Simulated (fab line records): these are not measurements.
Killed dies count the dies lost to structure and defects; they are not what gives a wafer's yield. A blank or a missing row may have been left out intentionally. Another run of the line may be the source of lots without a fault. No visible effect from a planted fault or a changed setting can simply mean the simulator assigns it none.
fab line records    flow sky130
[record] lots = 12  wafers = 34  last-day = 50
route steps=708 shown VIA1@482 VIA3@574 METAL4@598 PAD_OPEN@708
lots that met no fault: taken from a fault-free run of the same line
start-h: the number of hours between the record's first day and the start of the first shown wafer of the lot    wait-h: how many hours have passed since the lot's step before this one    " identical to the entry in the row above    L1.1+2: several wafers, shown together as one row    - value missing, or start not given    * or withheld: withheld    < > ~ a bound
route shown NAME@n: NAME is a module with steps in the file, n the number in the route of the first one    usual: mean/standard deviation of fault-free wafers    same: alike in all rows    chamber/n: place in a boat    sites: each site's reading    _std_site: their standard deviation    _edge_site: outer sites' mean less inner sites'    radius-mm: for every site, how far away it sits from the centre of the wafer    mask NAME#n: copy n    behind: the most recent tool/chamber to have shaped the wafer    hold: the reason the lot was held/the length of the hold in hours/how it ended    device: names the non-switching transistor (n, p or np)    end of line: tests of these same wafers at the route's end    a step with no rows: only its recipe    killed: dies that structure and defects cost at the first sort, which is not the same as the wafer's yield    map: per-die view of a wafer (x killed, . not killed, _ where there is no die)
set.NAME: setting as actually run; set.NAME@STEP: the setting as run at that earlier step    model.NAME: the simulator's own value behind a step, which no gauge read
the route's steps for a sample of lots (tables are steps, rows are wafers)
services: a tool's chamber out of use, with start hour (start-h, from the record's first day; less than 0 if before it), hours out, and reason
[[steps]]
[step SKY_VIA1_CMP_24]
[recipe] stop-on = SiO2  t-overpolish-s = 15  down-force-psi = 3.5  platen-rpm = 60  target-thk-nm = 0  pad-velocity-m-s = 0.94248
[usual] motor-current-A = 11.0/0.97  overpolish-run-s = 15.000/0.0095  retaining-ring-pressure-frac = 1.001/0.0045  time-to-endpoint-s = 64.7/2.5
[same] t-overpolish-s = 15
lot.wafer  tool    chamber  start-h  wait-h  motor-current-A  overpolish-run-s  retaining-ring-pressure-frac  time-to-endpoint-s
L251.4     cmp-01  3        768.21   0.1     11.6             14.978            1.006                         63.2
L251.1     "       0        "        "       9.2              14.997            0.999                         59.6
L251.6     "       2        "        "       11.2             15.009            1.001                         64.7
L252.3     cmp-01  1        793.28   0.0     11.3             14.997            0.996                         66.1
L252.4     "       3        "        "       11.4             14.999            1.002                         65.4
L252.2     "       0        "        "       9.2              14.990            0.998                         65.2
L256.5     cmp-01  0        837.69   0.2     9.1              14.999            0.999                         67.5
L256.6     "       1        "        "       11.6             15.008            0.999                         67.8
L258.6     cmp-02  1        858.82   0.2     10.0             14.989            1.001                         60.8
L258.5     "       2        "        "       12.2             15.001            0.997                         60.2
L267.1     cmp-01  0        929.67   0.1     9.4              15.006            1.008                         66.6
L267.3     "       3        "        "       11.1             15.005            0.999                         63.5
L267.6     "       1        "        "       11.9             15.008            0.995                         69.0
L264.2     cmp-01  1        930.22   0.1     11.2             15.008            1.000                         65.0
L264.3     "       2        "        "       11.1             15.008            1.003                         65.4
L264.6     "       0        "        "       9.4              15.006            1.005                         66.1
L263.1     cmp-02  0        935.46   0.1     11.1             14.994            0.995                         60.7
L263.3     "       1        "        "       9.3              15.008            1.003                         60.3
L263.5     "       1        "        "       10.3             15.017            1.001                         63.7
L269.2     cmp-02  0        939.42   0.1     11.9             14.995            0.998                         61.3
L269.3     "       1        "        "       10.1             14.981            0.999                         65.7
L269.5     "       0        "        "       11.1             15.010            0.996                         63.8
L270.3     cmp-02  1        939.72   0.3     9.7              14.986            1.012                         63.9
L270.1     "       3        "        "       11.7             14.991            1.000                         65.2
L270.6     "       0        "        "       10.7             15.002            1.004                         63.7
L271.4     cmp-01  3        954.39   0.1     11.6             14.993            1.000                         66.2
L271.1     "       0        "        "       9.5              15.014            1.000                         63.8
L271.6     "       2        "        "       10.6             14.993            0.994                         66.7
L272.3     cmp-02  0        972.64   0.1     10.7             14.994            1.005                         63.7
L272.2     "       1        "        "       9.7              15.008            1.004                         66.3
L272.6     "       3        "        "       12.0             14.994            0.994                         63.0
L274.4     cmp-01  0        978.92   0.1     9.4              15.000            1.004                         64.2
L274.1     "       1        "        "       11.3             15.001            1.000                         67.2
L274.6     "       2        "        "       11.4             15.001            0.998                         63.9
[step SKY_VIA3_THK_MEAS_01]
[recipe] reads = SiO2_of_VIA3_HDPCVD_00
[usual] VIA3_HDPCVD_THK = 1640/21
lot.wafer  tool           chamber  start-h  wait-h  VIA3_HDPCVD_THK[nm]
L251.1     film-metro-04  -        870.93   0.2     1629
L251.4     "              -        "        "       1633
L251.6     "              -        "        "       1624
L252.2     film-metro-02  -        897.61   0.1     1638
L252.3     "              -        "        "       1649
L252.4     "              -        "        "       1647
L256.5     film-metro-02  -        945.09   0.0     1698
L256.6     "              -        "        "       1685
L258.5     film-metro-02  -        965.88   0.0     1626
L258.6     "              -        "        "       1625
L264.2     film-metro-02  -        1032.72  0.1     1656
L264.3     "              -        "        "       1642
L264.6     "              -        "        "       1633
L267.1     film-metro-04  -        1033.32  0.1     1643
L267.3     "              -        "        "       1642
L267.6     "              -        "        "       1637
L263.1     film-metro-03  -        1036.31  0.1     1623
L263.3     "              -        "        "       1629
L263.5     "              -        "        "       1633
L269.2     film-metro-03  -        1038.38  0.1     1634
L269.3     "              -        "        "       1625
L269.5     "              -        "        "       1606
L270.1     film-metro-02  -        1039.95  0.1     1662
L270.3     "              -        "        "       1630
L270.6     "              -        "        "       1624
L271.1     film-metro-02  -        1053.54  0.1     1656
L271.4     "              -        "        "       1655
L271.6     "              -        "        "       1659
L272.2     film-metro-02  -        1069.36  0.1     1656
L272.3     "              -        "        "       1616
L272.6     "              -        "        "       1664
L274.1     film-metro-03  -        1075.80  0.1     1656
L274.4     "              -        "        "       1663
L274.6     "              -        "        "       1636
[step SKY_VIA3_ETCH_15]
[recipe] target = SiO2  chemistry = C4F8/O2/Ar  target-depth-nm = 507  stop-on = TiN  mask-material = KrF-thick  source-w = 1500  bias-w = 1200  pressure-mtorr = 40  c4f8-flow-sccm = withheld  O2_flow_sccm = 6  Ar_flow_sccm = 300  time-s = 78
[usual] oes-product-au = 0.946/0.005  run-length-s = 106.4/0.51
lot.wafer  tool         chamber  start-h  wait-h  oes-product-au  rf-hours-counter-h  run-length-s
L251.1     rie-diel-04  2        896.36   0.0     0.945           18                  106.4
L251.4     "            3        "        "       0.946           13                  106.7
L251.6     "            3        "        "       0.945           -                   106.5
L252.2     rie-diel-04  3        924.45   0.0     0.947           14                  106.8
L252.3     "            1        "        "       0.956           15                  106.4
L252.4     "            0        "        "       0.943           11                  106.1
L256.5     rie-diel-04  3        970.05   0.0     0.998           -                   97.5
L256.6     "            0        "        "       0.948           -                   106.1
L258.5     rie-diel-04  1        990.59   0.0     0.998           -                   97.3
L258.6     "            2        "        "       0.949           -                   106.1
L264.2     rie-diel-01  3        1054.60  0.0     0.943           16                  107.0
L264.3     "            1        "        "       0.938           24                  105.7
L264.6     "            3        "        "       0.948           -                   106.8
L267.1     rie-diel-04  1        1055.30  0.0     0.941           19                  106.3
L267.3     "            2        "        "       0.947           23                  106.2
L267.6     "            1        "        "       0.946           -                   106.2
L263.1     rie-diel-02  2        1058.42  0.0     0.944           3                   107.4
L263.3     "            1        "        "       0.947           22                  106.9
L263.5     "            2        "        "       0.948           -                   106.6
L269.2     rie-diel-02  0        1061.76  0.0     0.943           16                  106.2
L269.3     "            3        "        "       0.947           18                  105.9
L269.5     "            2        "        "       0.936           -                   107.4
L270.1     rie-diel-02  3        1062.52  0.0     0.948           18                  105.8
L270.3     "            0        "        "       0.954           16                  106.3
L270.6     "            1        "        "       0.950           -                   107.0
L271.1     rie-diel-02  1        1075.17  0.0     0.945           23                  106.9
L271.4     "            0        "        "       0.943           17                  106.4
L271.6     "            3        "        "       0.947           -                   106.1
L272.2     rie-diel-02  3        1090.50  0.0     0.936           19                  106.0
L272.3     "            0        "        "       0.941           18                  106.2
L272.6     "            1        "        "       0.945           -                   106.9
L274.1     rie-diel-04  3        1097.02  0.0     0.940           19                  106.6
L274.4     "            1        "        "       0.944           20                  106.3
L274.6     "            0        "        "       0.943           -                   106.5
[step SKY_VIA3_STRIP_16]
[recipe] chemistry = O2/N2  power-w = 1400  pressure-mtorr = 1500  platen-temp-c = withheld  o2-flow-sccm = 3000  n2-flow-sccm = 300  overash-fraction = 0.5
[usual] drypump-motor-current-A = 5.8/0.48  oes-product-au = 0.402/0.0045  strip-time-to-endpoint-s = 4.128/0.017
lot.wafer  tool             chamber  start-h  wait-h  drypump-motor-current-A  oes-product-au  rf-hours-counter-h  strip-time-to-endpoint-s
L251.1     plasma-asher-02  0        896.42   0.0     6.4                      0.404           107                 4.146
L251.4     "                0        "        "       6.4                      0.407           -                   4.152
L251.6     "                1        "        "       6.3                      0.411           -                   4.157
L252.2     plasma-asher-01  0        924.51   0.0     5.4                      0.403           19                  4.125
L252.3     "                1        "        "       5.9                      0.404           -                   4.131
L252.4     "                0        "        "       5.4                      0.398           -                   4.117
L256.5     plasma-asher-02  1        970.15   0.1     6.3                      0.409           -                   4.257
L256.6     "                0        "        "       6.4                      0.406           -                   4.130
L258.5     plasma-asher-04  1        990.69   0.1     5.1                      0.409           -                   4.265
L258.6     "                0        "        "       6.3                      0.409           -                   4.120
L264.2     plasma-asher-01  0        1054.66  0.0     5.4                      0.405           31                  4.119
L264.3     "                0        "        "       5.4                      0.405           -                   4.110
L264.6     "                1        "        "       5.9                      0.397           -                   4.101
L267.1     plasma-asher-04  1        1055.36  0.0     5.1                      0.402           62                  4.099
L267.3     "                1        "        "       5.1                      0.402           -                   4.099
L267.6     "                1        "        "       5.1                      0.396           -                   4.099
L263.1     plasma-asher-01  1        1058.48  0.0     5.8                      0.405           31                  4.103
L263.3     "                0        "        "       5.4                      0.408           -                   4.102
L263.5     "                0        "        "       5.4                      0.409           -                   4.124
L269.2     plasma-asher-01  0        1061.82  0.0     5.4                      0.409           32                  4.158
L269.3     "                1        "        "       5.9                      0.398           -                   4.097
L269.5     "                0        "        "       5.4                      0.397           -                   4.117
L270.1     plasma-asher-04  1        1062.58  0.0     5.1                      0.401           62                  4.128
L270.3     "                1        "        "       5.1                      0.405           -                   4.157
L270.6     "                0        "        "       6.3                      0.402           -                   4.150
L271.1     plasma-asher-01  1        1075.23  0.0     5.9                      0.395           33                  4.133
L271.4     "                1        "        "       5.9                      0.402           -                   4.135
L271.6     "                1        "        "       5.9                      0.398           -                   4.142
L272.2     plasma-asher-04  1        1090.56  0.0     5.0                      0.409           65                  4.116
L272.3     "                1        "        "       5.0                      0.404           -                   4.136
L272.6     "                1        "        "       5.0                      0.398           -                   4.121
L274.1     plasma-asher-01  0        1097.08  0.0     5.4                      0.406           35                  4.129
L274.4     "                0        "        "       5.4                      0.404           -                   4.133
L274.6     "                0        "        "       5.4                      0.407           -                   4.137
[step SKY_METAL4_SPUTTER_00]
[recipe] material = Ti  target-thk-nm = 15  power-w = 3000  time-s = 10  chamber-pressure-pa = 0.4
[usual] throttle-valve-pct = 30.0/1.2
lot.wafer  tool            chamber  start-h  wait-h  throttle-valve-pct
L251.1     pvd-sputter-03  -        897.68   0.1     30.7
L251.4     "               -        "        "       29.0
L251.6     "               -        "        "       29.0
L252.2     pvd-sputter-01  -        925.80   0.2     30.3
L252.3     "               -        "        "       32.7
L252.4     "               -        "        "       28.7
L256.5     pvd-sputter-01  -        971.35   0.0     30.4
L256.6     "               -        "        "       28.7
L258.5     pvd-sputter-03  -        991.95   0.1     30.8
L258.6     "               -        "        "       29.6
L264.2     pvd-sputter-03  -        1055.92  0.1     30.7
L264.3     "               -        "        "       29.6
L264.6     "               -        "        "       30.8
L267.1     pvd-sputter-03  -        1056.62  0.1     29.2
L267.3     "               -        "        "       30.9
L267.6     "               -        "        "       30.9
L263.1     pvd-sputter-02  -        1059.74  0.1     30.2
L263.3     "               -        "        "       28.6
L263.5     "               -        "        "       28.4
L269.2     pvd-sputter-02  -        1063.20  0.1     31.7
L269.3     "               -        "        "       30.4
L269.5     "               -        "        "       28.2
L270.1     pvd-sputter-03  -        1063.84  0.2     29.7
L270.3     "               -        "        "       29.0
L270.6     "               -        "        "       29.4
L271.1     pvd-sputter-03  -        1076.49  0.2     30.4
L271.4     "               -        "        "       29.6
L271.6     "               -        "        "       31.1
L272.2     pvd-sputter-01  -        1091.85  0.2     29.8
L272.3     "               -        "        "       28.4
L272.6     "               -        "        "       32.5
L274.1     pvd-sputter-02  -        1098.36  0.1     28.2
L274.4     "               -        "        "       29.5
L274.6     "               -        "        "       31.8
[step SKY_PAD_OPEN_PROBE_99]
[usual] defect-limited-yield = 82.5/1.8  killed_at_M0_to_M3 = 43/6.6  killed_at_M4_up = 3.2/1.8  killed-at-contacts = 24/5  killed-at-front-end = 15/4.5  killed-at-other = 0.2/0.46  killed-dies = 86/8.8  killed-open = 48/6.6  killed-short = 38/6.1
[same] gross-dies = 492  killed-at-back-side = 0
lot.wafer  tool       chamber  start-h  wait-h  defect-limited-yield[%]  killed_at_M0_to_M3  killed_at_M4_up  killed-at-contacts  killed-at-front-end  killed-at-other  killed-dies  killed-open  killed-short
L258.5     prober-01  -        1129.03  0.2     82.7                     51                  2                24                  8                    0                85           54           31
L258.6     prober-01  -        1129.08  0.2     81.9                     53                  3                20                  13                   0                89           53           36
L264.2     prober-01  -        1178.53  0.1     81.9                     53                  4                17                  14                   1                89           42           47
L264.3     prober-01  -        1178.58  0.2     80.3                     45                  5                31                  16                   0                97           62           35
L264.6     prober-01  -        1178.73  0.2     80.5                     48                  3                30                  14                   1                96           56           40
L263.1     prober-02  -        1182.61  0.1     82.7                     39                  2                32                  12                   0                85           50           35
L263.3     prober-02  -        1182.71  0.2     81.1                     41                  2                32                  18                   0                93           54           39
L263.5     prober-02  -        1182.81  0.2     85.6                     33                  1                20                  17                   0                71           43           28
L269.2     prober-01  -        1185.86  0.1     85.4                     35                  4                24                  9                    0                72           41           31
L269.3     prober-01  -        1185.91  0.2     83.7                     43                  4                20                  13                   0                80           46           34
L269.5     prober-01  -        1186.01  0.2     81.5                     48                  2                24                  15                   2                91           48           43
L270.1     prober-02  -        1186.68  0.1     84.8                     33                  3                27                  12                   0                75           44           31
L270.3     prober-02  -        1186.78  0.2     83.9                     40                  2                27                  10                   0                79           45           34
L270.6     prober-02  -        1186.93  0.2     83.5                     40                  4                23                  14                   0                81           35           46
L271.1     prober-01  -        1194.69  0.1     82.3                     49                  2                25                  11                   0                87           49           38
L271.4     prober-01  -        1194.84  0.2     81.3                     47                  5                24                  15                   1                92           52           40
L271.6     prober-01  -        1194.94  0.2     84.1                     41                  4                22                  11                   0                78           32           46
L272.2     prober-02  -        1207.77  0.1     80.3                     48                  4                30                  15                   0                97           53           44
L272.3     prober-02  -        1207.82  0.2     80.9                     48                  6                28                  12                   0                94           50           44
L272.6     prober-02  -        1207.97  0.2     83.3                     42                  5                18                  17                   0                82           50           32
L274.1     prober-01  -        1211.13  0.1     85.4                     37                  2                22                  11                   0                72           34           38
L274.4     prober-01  -        1211.28  0.2     83.5                     39                  4                22                  16                   0                81           43           38
L274.6     prober-01  -        1211.38  0.2     81.9                     53                  3                21                  12                   0                89           44           45
// killed by level:class
L258.5 VIA1:geometric-particle:open=12 CONTACT:geometric-particle:open=11 VIA2:geometric-particle:open=9 LI_CONTACT:geometric-particle:open=6 METAL1:geometric-particle:short=6 VIA3:geometric-particle:open=6 METAL2:geometric-particle:short=5 VIA1:geometric-particle:short=4
L258.6 VIA1:geometric-particle:open=14 VIA2:geometric-particle:open=13 LI_CONTACT:geometric-particle:open=6 VIA1:geometric-particle:short=6 METAL2:geometric-particle:short=6 FIELD_ISO:geometric-particle:open=5 FIELD_ISO:geometric-particle:short=5 CONTACT:geometric-particle:open=5
L264.2 VIA1:geometric-particle:open=9 METAL2:geometric-particle:short=8 VIA3:geometric-particle:open=8 VIA1:geometric-particle:short=7 CONTACT:geometric-particle:open=6 CONTACT:geometric-particle:short=6 VIA2:geometric-particle:open=5 FIELD_ISO:geometric-particle:short=4
L264.3 CONTACT:geometric-particle:open=13 VIA1:geometric-particle:open=12 LI_CONTACT:geometric-particle:open=9 METAL2:geometric-particle:short=6 VIA2:geometric-particle:open=6 FIELD_ISO:geometric-particle:short=5 VIA3:geometric-particle:open=5 CONTACT:geometric-particle:short=4
L264.6 CONTACT:geometric-particle:open=12 LI_CONTACT:geometric-particle:open=11 METAL2:geometric-particle:short=9 VIA1:geometric-particle:open=9 VIA2:geometric-particle:open=8 METAL1:geometric-particle:short=5 VIA2:geometric-particle:short=5 FIELD_ISO:geometric-particle:short=4
L263.1 CONTACT:geometric-particle:open=12 LI_CONTACT:geometric-particle:open=9 VIA1:geometric-particle:open=9 LOCAL_INTERCONNECT:geometric-particle:short=5 CONTACT:geometric-particle:short=5 METAL1:geometric-particle:short=5 VIA3:geometric-particle:open=5 METAL1:geometric-particle:open=4
L263.3 VIA1:geometric-particle:open=14 CONTACT:geometric-particle:open=8 LI_CONTACT:geometric-particle:open=8 FIELD_ISO:geometric-particle:open=6 FIELD_ISO:geometric-particle:short=6 LOCAL_INTERCONNECT:geometric-particle:short=6 LI_CONTACT:geometric-particle:short=5 METAL1:geometric-particle:short=5
L263.5 CONTACT:geometric-particle:open=11 VIA2:geometric-particle:open=9 FIELD_ISO:geometric-particle:open=6 METAL1:geometric-particle:short=6 FIELD_ISO:geometric-particle:short=5 VIA1:geometric-particle:open=5 POLY_GATE:geometric-particle:open=4 VIA1:geometric-particle:short=4
L269.2 VIA1:geometric-particle:open=11 CONTACT:geometric-particle:open=9 CONTACT:geometric-particle:short=6 VIA2:geometric-particle:open=5 LOCAL_INTERCONNECT:geometric-particle:short=5 FIELD_ISO:geometric-particle:short=3 LI_CONTACT:geometric-particle:open=3 METAL1:geometric-particle:short=3
L269.3 VIA1:geometric-particle:open=11 CONTACT:geometric-particle:open=10 VIA1:geometric-particle:short=6 LI_CONTACT:geometric-particle:open=5 CONTACT:geometric-particle:short=5 VIA3:geometric-particle:open=5 FIELD_ISO:geometric-particle:open=4 POLY_GATE:geometric-particle:short=4
L269.5 VIA1:geometric-particle:open=10 CONTACT:geometric-particle:open=9 VIA2:geometric-particle:open=8 VIA1:geometric-particle:short=6 METAL2:geometric-particle:short=5 LI_CONTACT:geometric-particle:open=5 FIELD_ISO:geometric-particle:short=4 LOCAL_INTERCONNECT:geometric-particle:short=4
L270.1 VIA1:geometric-particle:open=9 CONTACT:geometric-particle:open=7 LI_CONTACT:geometric-particle:open=6 LI_CONTACT:geometric-particle:short=5 METAL2:geometric-particle:short=5 FIELD_ISO:geometric-particle:open=4 CONTACT:geometric-particle:short=4 METAL1:geometric-particle:short=4
L270.3 VIA1:geometric-particle:open=10 CONTACT:geometric-particle:open=8 LI_CONTACT:geometric-particle:open=7 LOCAL_INTERCONNECT:geometric-particle:short=6 VIA3:geometric-particle:open=6 METAL2:geometric-particle:short=5 METAL3:geometric-particle:short=4 METAL1:geometric-particle:short=3
L270.6 LOCAL_INTERCONNECT:geometric-particle:short=8 VIA1:geometric-particle:open=7 METAL2:geometric-particle:short=7 CONTACT:geometric-particle:open=6 FIELD_ISO:geometric-particle:open=5 CONTACT:geometric-particle:short=5 METAL1:geometric-particle:short=5 VIA3:geometric-particle:short=5
L271.1 VIA1:geometric-particle:open=12 LI_CONTACT:geometric-particle:open=8 VIA1:geometric-particle:short=7 CONTACT:geometric-particle:open=7 CONTACT:geometric-particle:short=6 VIA2:geometric-particle:open=6 VIA3:geometric-particle:open=6 VIA3:geometric-particle:short=5
L271.4 VIA1:geometric-particle:open=12 CONTACT:geometric-particle:open=8 VIA2:geometric-particle:open=7 VIA3:geometric-particle:open=7 VIA1:geometric-particle:short=6 LI_CONTACT:geometric-particle:open=6 POLY_GATE:geometric-particle:short=5 METAL1:geometric-particle:short=4
L271.6 METAL2:geometric-particle:short=8 VIA1:geometric-particle:short=7 VIA1:geometric-particle:open=6 LI_CONTACT:geometric-particle:open=6 LOCAL_INTERCONNECT:geometric-particle:short=6 CONTACT:geometric-particle:short=6 VIA2:geometric-particle:open=5 VIA3:geometric-particle:short=5
L272.2 VIA3:geometric-particle:open=10 VIA1:geometric-particle:open=10 LOCAL_INTERCONNECT:geometric-particle:short=8 LI_CONTACT:geometric-particle:open=8 METAL2:geometric-particle:short=6 CONTACT:geometric-particle:short=6 VIA2:geometric-particle:open=6 CONTACT:geometric-particle:open=5
L272.3 VIA3:geometric-particle:open=9 VIA1:geometric-particle:open=9 VIA2:geometric-particle:open=9 LI_CONTACT:geometric-particle:open=8 CONTACT:geometric-particle:open=8 METAL4:geometric-particle:short=6 FIELD_ISO:geometric-particle:short=5 LOCAL_INTERCONNECT:geometric-particle:short=5
L272.6 VIA1:geometric-particle:open=12 FIELD_ISO:geometric-particle:open=9 VIA2:geometric-particle:open=7 CONTACT:geometric-particle:open=6 VIA3:geometric-particle:open=6 LI_CONTACT:geometric-particle:open=5 METAL4:geometric-particle:short=5 POLY_GATE:geometric-particle:short=4
L274.1 VIA1:geometric-particle:open=8 CONTACT:geometric-particle:open=7 METAL2:geometric-particle:short=6 VIA2:geometric-particle:open=6 LI_CONTACT:geometric-particle:open=5 POLY_GATE:geometric-particle:short=5 CONTACT:geometric-particle:short=5 METAL1:geometric-particle:short=5
L274.4 VIA1:geometric-particle:open=11 CONTACT:geometric-particle:open=10 VIA3:geometric-particle:open=6 METAL2:geometric-particle:short=5 VIA2:geometric-particle:open=5 LI_CONTACT:geometric-particle:short=4 LI_CONTACT:geometric-particle:open=4 METAL4:geometric-particle:short=4
L274.6 METAL2:geometric-particle:short=11 VIA3:geometric-particle:open=7 VIA2:geometric-particle:open=7 VIA3:geometric-particle:short=6 FIELD_ISO:geometric-particle:open=5 LI_CONTACT:geometric-particle:short=5 CONTACT:geometric-particle:open=5 METAL2:geometric-particle:open=5
[[services]]
tool             chamber  start-h  hours  kind
cmp-02           -        763.09   6.6    pm
rie-diel-02      -        768.15   0.4    repair
rie-diel-04      2        801.32   11.2   repair
cmp-01           -        807.91   5.2    repair
rie-diel-04      1        810.29   6.7    repair
cmp-02           -        816.19   2.3    repair
rie-diel-04      1        819.86   10.0   repair
plasma-asher-01  -        874.03   6.4    pm
cmp-02           -        893.04   1.4    repair
cmp-02           -        902.98   0.9    repair
cmp-02           -        912.00   4.0    pm
cmp-02           -        916.54   2.3    repair
rie-diel-04      -        924.58   14.6   pm
rie-diel-04      1        942.26   2.4    repair
cmp-01           -        957.95   0.8    repair
rie-diel-04      2        960.06   7.6    repair
pvd-sputter-03   -        977.65   3.0    repair
cmp-01           -        1007.05  5.3    pm
rie-diel-02      -        1016.33  2.8    pm
plasma-asher-01  -        1022.95  4.7    repair
plasma-asher-01  -        1047.35  2.8    pm
rie-diel-02      3        1081.34  4.4    repair
cmp-01           -        1084.31  4.0    pm
cmp-01           -        1096.70  1.3    repair
[[key]]
[first-sign] step = SKY_VIA3_ETCH_15  reading = run-length-s  direction = down  sigmas = 18  usual = *  struck = *
[effect] step = SKY_VIA3_ETCH_15  reading = oes-product-au  direction = up  sigmas = 10  usual = 0.946  struck = 0.998
[effect] step = SKY_VIA3_STRIP_16  reading = strip-time-to-endpoint-s  direction = up  sigmas = 7.7  usual = *  struck = *
met-at SKY_VIA3_ETCH_15
struck-lots L256,L258
struck-wafers L256.5,L258.5
not-acting-at SKY_VIA1_CMP_24,SKY_VIA3_THK_MEAS_01,SKY_METAL4_SPUTTER_00
onset-between 924.45 970.05
[fault] kind = process-parameter-drift  tool = rie-diel-04  chamber = -  onset-h = 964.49  steps = SKY_VIA3_ETCH_15  channel = time-s  offset = *  shape = step  end-h = 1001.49  scope = struck-wafers-only  acts-in = *  stated = *
